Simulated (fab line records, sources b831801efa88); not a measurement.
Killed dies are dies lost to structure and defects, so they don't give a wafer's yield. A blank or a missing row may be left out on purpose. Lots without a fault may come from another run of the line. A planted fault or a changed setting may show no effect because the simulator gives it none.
Which tool did it? | flow gf180mcu | 24 lots, 72 wafers sampled, at 6 steps of a route of 602

WHAT THE GAUGES READ, wafer by wafer
GF_V3_THK_MEAS_01. Usual: V3_CVD_00_THK 597 nm, standard deviation 6.2.
lot  | measured     | on            | V3_CVD_00_THK (nm) | flag
L074 | day 21 03:16 | film_metro-03 | 599 601 597        |
L075 | day 21 13:25 | film_metro-03 | 598 603 592        |
L076 | day 21 20:43 | film_metro-01 | 595 598 594        |
L077 | day 22 16:22 | film_metro-03 | 598 597 605        |
L078 | day 22 23:23 | film_metro-01 | 614 604 604        |
L079 | day 23 09:21 | film_metro-02 | 599 605 604        |
L080 | day 23 15:51 | film_metro-01 | 602 592 584        |
L081 | day 23 16:40 | film_metro-01 | 598 608 600        |
L082 | day 24 12:11 | film_metro-01 | 600 602 601        |
L083 | day 24 13:38 | film_metro-03 | 600 612 602        |
L084 | day 24 20:43 | film_metro-01 | 591 598 592        |
L085 | day 25 07:14 | film_metro-03 | 580 593 587        |
L086 | day 25 17:14 | film_metro-01 | 614 599 599        |
L087 | day 26 03:11 | film_metro-03 | 596 604 593        |
L088 | day 26 20:22 | film_metro-01 | 596 594 598        |
L089 | day 26 22:23 | film_metro-02 | 594 598 596        |
L090 | day 27 03:08 | film_metro-02 | 589 591 590        |
L091 | day 27 09:37 | film_metro-02 | 593 592 597        |
L092 | day 27 21:01 | film_metro-01 | 599 602 597        |
L093 | day 27 21:32 | film_metro-02 | 606 596 596        |
L094 | day 28 04:02 | film_metro-01 | 601 587 598        |
L095 | day 28 10:13 | film_metro-01 | 587 586 586        |
L096 | day 28 13:53 | film_metro-03 | 606 598 598        |
L097 | day 28 22:17 | film_metro-02 | 597 607 602        |

GF_M4_RS_MEAS_05: measures by four-point-probe. Usual: M4_ALCU_RS 0.0694 ohm/sq, standard deviation 0.00064.
lot  | measured     | on            | M4_ALCU_RS (ohm/sq)  | flag
L074 | day 22 05:13 | film_metro-02 | 0.0696 0.0700 0.0696 |
L075 | day 22 14:20 | film_metro-01 | 0.0693 0.0686 0.0685 |
L076 | day 22 22:21 | film_metro-01 | 0.0686 0.0697 0.0694 |
L077 | day 23 17:44 | film_metro-02 | 0.0694 0.0696 0.0695 |
L078 | day 24 00:32 | film_metro-04 | 0.0700 0.0711 0.0696 |
L079 | day 24 10:08 | film_metro-01 | 0.0695 0.0695 0.0698 |
L080 | day 24 16:21 | film_metro-04 | 0.0695 0.0700 0.0695 |
L081 | day 24 17:22 | film_metro-01 | 0.0699 0.0697 0.0703 |
L082 | day 25 12:10 | film_metro-01 | 0.0696 0.0685 0.0693 |
L083 | day 25 13:25 | film_metro-01 | 0.0686 0.0681 0.0684 |
L084 | day 25 20:34 | film_metro-04 | 0.0697 0.0695 0.0692 |
L085 | day 26 06:42 | film_metro-01 | 0.0693 0.0694 0.0697 |
L086 | day 26 16:46 | film_metro-01 | 0.0705 0.0702 0.0695 |
L087 | day 27 02:51 | film_metro-04 | 0.0708 0.0691 0.0698 |
L088 | day 27 18:46 | film_metro-01 | 0.0698 0.0701 0.0694 |
L089 | day 27 20:01 | film_metro-04 | 0.0700 0.0696 0.0694 |
L090 | day 28 01:11 | film_metro-01 | 0.0687 0.0688 0.0685 |
L091 | day 28 07:27 | film_metro-02 | 0.0690 0.0697 0.0697 |
L092 | day 28 19:14 | film_metro-04 | 0.0697 0.0710 0.0702 |
L093 | day 28 19:19 | film_metro-02 | 0.0683 0.0693 0.0693 |
L094 | day 29 02:16 | film_metro-01 | 0.0690 0.0681 0.0686 |
L095 | day 29 07:23 | film_metro-04 | 0.0687 0.0690 0.0691 |
L096 | day 29 11:17 | film_metro-04 | 0.0691 0.0694 0.0694 |
L097 | day 29 19:19 | film_metro-01 | 0.0684 0.0699 0.0691 |

GF_V4_BOW_MEAS_05. Usual: V4_BOW 131 um, standard deviation 10.
lot  | measured     | on            | V4_BOW (um) | flag
L074 | day 23 05:47 | film_metro-03 | 142 150 146 |
L075 | day 23 13:57 | film_metro-02 | 132 147 126 |
L076 | day 23 22:12 | film_metro-02 | 137 140 148 |
L077 | day 24 17:08 | film_metro-03 | 145 132 125 |
L078 | day 25 00:04 | film_metro-03 | 123 122 117 |
L079 | day 25 08:52 | film_metro-04 | 135 127 143 |
L080 | day 25 15:31 | film_metro-02 | 123 124 132 |
L081 | day 25 16:29 | film_metro-02 | 126 123 134 |
L082 | day 26 10:08 | film_metro-03 | 137 133 145 |
L083 | day 26 11:10 | film_metro-02 | 135 129 129 |
L084 | day 26 18:35 | film_metro-03 | 132 130 146 |
L085 | day 27 04:20 | film_metro-02 | 145 134 144 |
L086 | day 27 13:32 | film_metro-04 | 113 110 105 |
L087 | day 27 23:53 | film_metro-02 | 117 127 139 |
L088 | day 28 15:55 | film_metro-04 | 124 135 139 |
L089 | day 28 16:53 | film_metro-03 | 128 113 130 |
L090 | day 28 22:17 | film_metro-03 | 140 137 121 |
L091 | day 29 03:31 | film_metro-02 | 133 126 128 |
L092 | day 29 15:22 | film_metro-04 | 123 123 112 |
L093 | day 29 15:39 | film_metro-03 | 129 137 144 |
L094 | day 29 22:43 | film_metro-03 | 132 130 128 |
L095 | day 30 03:47 | film_metro-03 | 128 133 131 |
L096 | day 30 07:11 | film_metro-03 | 146 139 139 |
L097 | day 30 14:44 | film_metro-02 | 145 137 119 |

GF_TOP_METAL_OVL_MEAS_15. Usual: TOP_METAL_OVL 0.0 nm, standard deviation 1.4.
lot  | measured     | on         | TOP_METAL_OVL (nm) | flag
L074 | day 27 22:08 | overlay-02 | -1.6 -3.5 -2.8     |
L075 | day 28 04:41 | overlay-02 | 1.2 -0.1 1.0       |
L076 | day 28 11:50 | overlay-01 | -0.5 -1.0 0.1      |
L077 | day 29 05:05 | overlay-01 | -0.5 -0.9 -1.6     |
L078 | day 29 17:54 | overlay-01 | -3.6 -2.1 -2.8     |
L079 | day 29 18:38 | overlay-01 | 1.0 0.7 1.0        |
L080 | day 29 23:21 | overlay-01 | 1.0 2.3 1.1        |
L081 | day 30 00:06 | overlay-01 | -0.8 0.6 0.1       |
L082 | day 30 16:07 | overlay-02 | 0.1 -0.5 -0.8      |
L083 | day 30 17:14 | overlay-02 | -1.3 -1.8 0.0      |
L084 | day 30 23:38 | overlay-01 | 1.1 0.4 1.0        |
L085 | day 31 08:02 | overlay-02 | 0.1 1.3 0.8        |
L086 | day 31 16:20 | overlay-01 | -0.9 0.3 -0.9      |
L087 | day 32 00:28 | overlay-01 | 0.2 -1.6 -1.0      |
L088 | day 32 14:14 | overlay-01 | -1.8 -0.8 -2.1     |
L089 | day 32 15:06 | overlay-02 | 2.8 3.1 1.1        |
L090 | day 32 19:29 | overlay-01 | 1.5 1.1 -1.9       |
L091 | day 33 01:05 | overlay-01 | 0.5 0.0 0.7        |
L092 | day 33 10:05 | overlay-01 | -1.8 1.0 1.3       |
L093 | day 33 11:19 | overlay-01 | 1.6 -0.4 0.1       |
L094 | day 34 02:32 | overlay-01 | 3.0 2.5 2.1        |
L095 | day 34 03:29 | overlay-02 | 0.4 2.1 -0.8       |
L096 | day 34 02:50 | overlay-02 | -0.3 -1.3 1.5      |
L097 | day 34 06:08 | overlay-02 | -0.8 -0.4 1.2      |

WHICH TOOL RAN EACH LOT (tool, then ch and the chambers of the sampled wafers, then the start)
lot  | GF_MIM_SPUTTER_03            | GF_TOP_METAL_SPUTTER_03
L074 | pvd_sputter-03, day 24 06:15 | pvd_sputter-03, day 27 02:07
L075 | pvd_sputter-03, day 24 14:18 | pvd_sputter-03, day 27 09:02
L076 | pvd_sputter-04, day 24 22:01 | pvd_sputter-02, day 27 15:54
L077 | pvd_sputter-01, day 25 16:02 | pvd_sputter-02, day 28 09:25
L078 | pvd_sputter-03, day 25 23:35 | pvd_sputter-01, day 28 23:17
L079 | pvd_sputter-01, day 26 07:55 | pvd_sputter-03, day 28 23:45
L080 | pvd_sputter-03, day 26 14:27 | pvd_sputter-01, day 29 04:24
L081 | pvd_sputter-03, day 26 15:25 | pvd_sputter-02, day 29 05:42
L082 | pvd_sputter-03, day 27 08:09 | pvd_sputter-01, day 29 21:59
L083 | pvd_sputter-01, day 27 09:26 | pvd_sputter-02, day 29 22:35
L084 | pvd_sputter-04, day 27 16:48 | pvd_sputter-01, day 30 06:08
L085 | pvd_sputter-01, day 28 02:11 | pvd_sputter-03, day 30 13:56
L086 | pvd_sputter-01, day 28 10:27 | pvd_sputter-01, day 30 22:52
L087 | pvd_sputter-03, day 28 20:37 | pvd_sputter-01, day 31 07:28
L088 | pvd_sputter-04, day 29 12:28 | pvd_sputter-02, day 31 21:41
L089 | pvd_sputter-04, day 29 13:24 | pvd_sputter-02, day 31 22:57
L090 | pvd_sputter-04, day 29 18:39 | pvd_sputter-01, day 32 03:35
L091 | pvd_sputter-03, day 30 00:18 | pvd_sputter-02, day 32 09:44
L092 | pvd_sputter-03, day 30 11:47 | pvd_sputter-01, day 32 18:00
L093 | pvd_sputter-01, day 30 12:45 | pvd_sputter-02, day 32 19:18
L094 | pvd_sputter-03, day 30 19:14 | pvd_sputter-03, day 33 10:44
L095 | pvd_sputter-01, day 31 00:01 | pvd_sputter-03, day 33 11:14
L096 | pvd_sputter-01, day 31 02:46 | pvd_sputter-01, day 33 11:05
L097 | pvd_sputter-03, day 31 09:55 | pvd_sputter-01, day 33 14:46
- GF_MIM_SPUTTER_03: material Ti, target thk 10 nm, time 6.7 s.
- GF_TOP_METAL_SPUTTER_03: material Ti, target thk 5 nm, time 3.3 s.

WHAT THE TOOLS THEMSELVES READ (means of the sampled wafers that have a number; where no wafer has one, the mark that the record gives instead)
GF_MIM_SPUTTER_03. Usual: throttle_valve_pct 30.2 %, standard deviation 0.76.
lot  | tool           | throttle_valve_pct (%) | flag
L074 | pvd_sputter-03 | 30.3                   |
L075 | pvd_sputter-03 | 30.5                   |
L076 | pvd_sputter-04 | 29.6                   |
L077 | pvd_sputter-01 | 30.8                   |
L078 | pvd_sputter-03 | 30.0                   |
L079 | pvd_sputter-01 | 31.0                   |
L080 | pvd_sputter-03 | 30.3                   |
L081 | pvd_sputter-03 | 30.4                   |
L082 | pvd_sputter-03 | 30.1                   |
L083 | pvd_sputter-01 | 30.6                   |
L084 | pvd_sputter-04 | 29.6                   |
L085 | pvd_sputter-01 | 31.1                   |
L086 | pvd_sputter-01 | 30.7                   |
L087 | pvd_sputter-03 | 30.7                   |
L088 | pvd_sputter-04 | 29.6                   |
L089 | pvd_sputter-04 | 29.7                   |
L090 | pvd_sputter-04 | 29.7                   |
L091 | pvd_sputter-03 | 29.8                   |
L092 | pvd_sputter-03 | 30.3                   |
L093 | pvd_sputter-01 | 30.7                   |
L094 | pvd_sputter-03 | 30.3                   |
L095 | pvd_sputter-01 | 30.4                   |
L096 | pvd_sputter-01 | 30.3                   |
L097 | pvd_sputter-03 | 30.2                   |

GF_TOP_METAL_SPUTTER_03. Usual: throttle_valve_pct 30.5 %, standard deviation 0.62.
lot  | tool           | throttle_valve_pct (%) | flag
L074 | pvd_sputter-03 | 30.3                   |
L075 | pvd_sputter-03 | 30.1                   |
L076 | pvd_sputter-02 | 30.8                   |
L077 | pvd_sputter-02 | 30.1                   |
L078 | pvd_sputter-01 | 30.6                   |
L079 | pvd_sputter-03 | 30.4                   |
L080 | pvd_sputter-01 | 30.1                   |
L081 | pvd_sputter-02 | 30.3                   |
L082 | pvd_sputter-01 | 30.7                   |
L083 | pvd_sputter-02 | 30.4                   |
L084 | pvd_sputter-01 | 30.3                   |
L085 | pvd_sputter-03 | 29.8                   |
L086 | pvd_sputter-01 | 30.9                   |
L087 | pvd_sputter-01 | 30.3                   |
L088 | pvd_sputter-02 | 30.4                   |
L089 | pvd_sputter-02 | 30.2                   |
L090 | pvd_sputter-01 | 30.4                   |
L091 | pvd_sputter-02 | 30.6                   |
L092 | pvd_sputter-01 | 30.5                   |
L093 | pvd_sputter-02 | 30.3                   |
L094 | pvd_sputter-03 | 30.0                   |
L095 | pvd_sputter-03 | 30.0                   |
L096 | pvd_sputter-01 | 31.1                   |
L097 | pvd_sputter-01 | 30.7                   |

THE ANSWER, worked out from the rows above alone
Rule: a lot is off if the mean of its wafers that have a number lies more than 3 standard deviations from the usual mean. A lot without any number at a reading at which 4 lots or more have one is off too. The other lots that the step has rows for count as sound. The gauges are gone through in route order, then the tools' own readings, and for those a lot's mean is taken as printed above. The first step at which some lot is off is used, and at that step the reading that is off furthest; a lot without a number counts as furthest.
No lot is off at any reading shown: from this, nothing can be told.

WHAT THE SIMULATOR HAD PUT IN
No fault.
